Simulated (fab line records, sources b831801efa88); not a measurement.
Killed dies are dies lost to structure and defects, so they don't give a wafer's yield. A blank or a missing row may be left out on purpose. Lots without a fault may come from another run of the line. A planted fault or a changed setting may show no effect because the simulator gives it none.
Tool commonality check | flow gf180mcu | 12 lots, 36 wafers sampled

WHY IT WAS OPENED
At GF_M1_CD_MEAS_14 the reading cd_nm is flagged on 3 of 12 lots. Wafers without a fault read 229.9 nm, standard deviation 1.2.
Rule: a lot is flagged when every wafer of it that has a number lies more than 4 standard deviations from that mean, or none has a number. The other lots count as sound.

lot  | measured     | on        | cd_nm (nm), wafer by wafer | flag
L740 | day 17 02:36 | cd_sem-01 | 227.0 228.5 227.9          |
L741 | day 18 03:51 | cd_sem-01 | 228.8 230.9 229.4          |
L743 | day 18 12:50 | cd_sem-01 | 229.6 230.1 229.5          |
L745 | day 19 04:05 | cd_sem-01 | 231.5 230.7 231.7          |
L748 | day 19 21:20 | cd_sem-01 | 230.6 232.0 231.5          |
L750 | day 20 12:15 | cd_sem-01 | 250.5 250.9 249.9          | FLAGGED
L751 | day 20 21:25 | cd_sem-02 | 250.0 250.8 249.4          | FLAGGED
L752 | day 21 09:04 | cd_sem-02 | 245.6 246.2 244.9          | FLAGGED
L753 | day 21 17:27 | cd_sem-01 | 230.6 229.0 229.3          |
L755 | day 22 09:59 | cd_sem-02 | 231.6 230.2 231.7          |
L756 | day 22 19:00 | cd_sem-02 | 230.3 230.8 231.9          |
L758 | day 23 16:20 | cd_sem-01 | 229.4 228.6 228.6          |
The numbers of the flagged lots are 248.7 nm on average: +18.8 nm against the usual, or +16 standard deviations.

WHICH TOOL RAN EACH LOT
The record holds 4 process steps before the reading, out of a route of 602 steps. In each cell: the tool, then ch and the chambers that the sampled wafers went through, then the start.
lot  | flag    | GF_CONTACT_ETCH_16                 | GF_CONTACT_ETCH_17                            | GF_M1_SPUTTER_00             | GF_M1_EXPOSE_11
L740 |         | rie_diel-03 ch 2,3, day 16 02:23   | rie_diel-03 ch 2,3, day 16 03:38 or earlier   | pvd_sputter-02, day 16 03:38 | krf_scanner-02 ch 0, day 16 15:19
L741 |         | rie_diel-02 ch 1,2, day 17 03:17   | rie_diel-02 ch 1,2, day 17 04:26 or earlier   | pvd_sputter-02, day 17 04:26 | krf_scanner-02 ch 0, day 17 16:35
L743 |         | rie_diel-03 ch 0,1,2, day 17 12:11 | rie_diel-03 ch 0,1,2, day 17 13:26 or earlier | pvd_sputter-01, day 17 13:26 | krf_scanner-01 ch 0, day 18 01:16
L745 |         | rie_diel-02 ch 0,1, day 18 02:35   | rie_diel-02 ch 0,1, day 18 03:49 or earlier   | pvd_sputter-04, day 18 03:49 | krf_scanner-02 ch 0, day 18 16:19
L748 |         | rie_diel-01 ch 1,3, day 18 19:35   | rie_diel-01 ch 1,3, day 18 20:49 or earlier   | pvd_sputter-01, day 18 20:49 | krf_scanner-02 ch 0, day 19 08:47
L750 | FLAGGED | rie_diel-01 ch 1,2, day 19 11:06   | rie_diel-01 ch 1,2, day 19 12:15 or earlier   | pvd_sputter-04, day 19 12:15 | krf_scanner-02 ch 0, day 20 00:22
L751 | FLAGGED | rie_diel-03 ch 0,1,3, day 19 20:09 | rie_diel-03 ch 0,1,3, day 19 21:18 or earlier | pvd_sputter-01, day 19 21:18 | krf_scanner-02 ch 0, day 20 09:38
L752 | FLAGGED | rie_diel-02 ch 1,2,3, day 20 07:49 | rie_diel-02 ch 1,2,3, day 20 08:58 or earlier | pvd_sputter-01, day 20 08:58 | krf_scanner-02 ch 0, day 20 20:59
L753 |         | rie_diel-03 ch 0,3, day 20 16:18   | rie_diel-03 ch 0,3, day 20 17:30 or earlier   | pvd_sputter-02, day 20 17:30 | krf_scanner-01 ch 0, day 21 05:49
L755 |         | rie_diel-01 ch 0,1,3, day 21 09:26 | rie_diel-01 ch 0,1,3, day 21 10:35 or earlier | pvd_sputter-01, day 21 10:35 | krf_scanner-01 ch 0, day 21 22:38
L756 |         | rie_diel-03 ch 0,1,2, day 21 19:12 | rie_diel-03 ch 0,1,2, day 21 20:20 or earlier | pvd_sputter-01, day 21 20:20 | krf_scanner-01 ch 0, day 22 07:57
L758 |         | rie_diel-02 ch 1,2, day 22 15:52   | rie_diel-02 ch 1,2, day 22 17:05 or earlier   | pvd_sputter-04, day 22 17:05 | krf_scanner-01 ch 0, day 23 05:01
What these steps do:
- GF_CONTACT_ETCH_16: etches BARC in N2/H2.
- GF_CONTACT_ETCH_17: etches SiO2 in C4F8/O2/Ar, stops on CoSi2, target depth 860 nm.
- GF_M1_SPUTTER_00: material Ti, target thk 37.5 nm, time 150 s.
- GF_M1_EXPOSE_11: exposes mask Metal1, target cd 230 nm.
- GF_M1_CD_MEAS_14: target cd 230 nm.

FLAGGED OVER TOTAL, TOOL BY TOOL (the gauges that took the reading come last)
step               | tool           | lots run | flagged | share of the flagged lots | sound lots run after its first flagged lot
GF_CONTACT_ETCH_16 | rie_diel-01    | 3        | 1       | some                      | 1 (L755)
GF_CONTACT_ETCH_16 | rie_diel-02    | 4        | 1       | some                      | 1 (L758)
GF_CONTACT_ETCH_16 | rie_diel-03    | 5        | 1       | some                      | 2 (L753,L756)
GF_CONTACT_ETCH_17 | rie_diel-01    | 3        | 1       | some                      | 1 (L755)
GF_CONTACT_ETCH_17 | rie_diel-02    | 4        | 1       | some                      | 1 (L758)
GF_CONTACT_ETCH_17 | rie_diel-03    | 5        | 1       | some                      | 2 (L753,L756)
GF_M1_SPUTTER_00   | pvd_sputter-01 | 6        | 2       | some                      | 2 (L755,L756)
GF_M1_SPUTTER_00   | pvd_sputter-02 | 3        | 0       | none                      | -
GF_M1_SPUTTER_00   | pvd_sputter-04 | 3        | 1       | some                      | 1 (L758)
GF_M1_EXPOSE_11    | krf_scanner-01 | 5        | 0       | none                      | -
GF_M1_EXPOSE_11    | krf_scanner-02 | 7        | 3       | all                       | 0
GF_M1_CD_MEAS_14   | cd_sem-01      | 8        | 1       | some                      | 2 (L753,L758)
GF_M1_CD_MEAS_14   | cd_sem-02      | 4        | 2       | some                      | 2 (L755,L756)
GF_CONTACT_ETCH_17 gives no start for some lots, so the hours and the order of its lots are those of GF_M1_SPUTTER_00.

WHAT THE TABLE ALLOWS
1 row of the table ran every flagged lot: krf_scanner-02 at GF_M1_EXPOSE_11.
- krf_scanner-02 at GF_M1_EXPOSE_11: 3 of its 7 lots flagged. Its last sound lot is L748 (day 19 08:47), its first flagged lot L750 (day 20 00:22): a fault that began between those two fits. Its own readings lie more than 4 standard deviations out on every wafer of the flagged lots: exposure_dose_mJ_cm2.
One tool is left: krf_scanner-02 at GF_M1_EXPOSE_11.

WHAT THE SIMULATOR HAD PUT IN
Process parameter drift: krf_scanner-02, from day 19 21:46 on, at GF_M1_EXPOSE_11. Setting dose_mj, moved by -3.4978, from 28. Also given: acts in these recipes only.
Lots struck among those shown: L750, L751, L752. The rule above found the same.
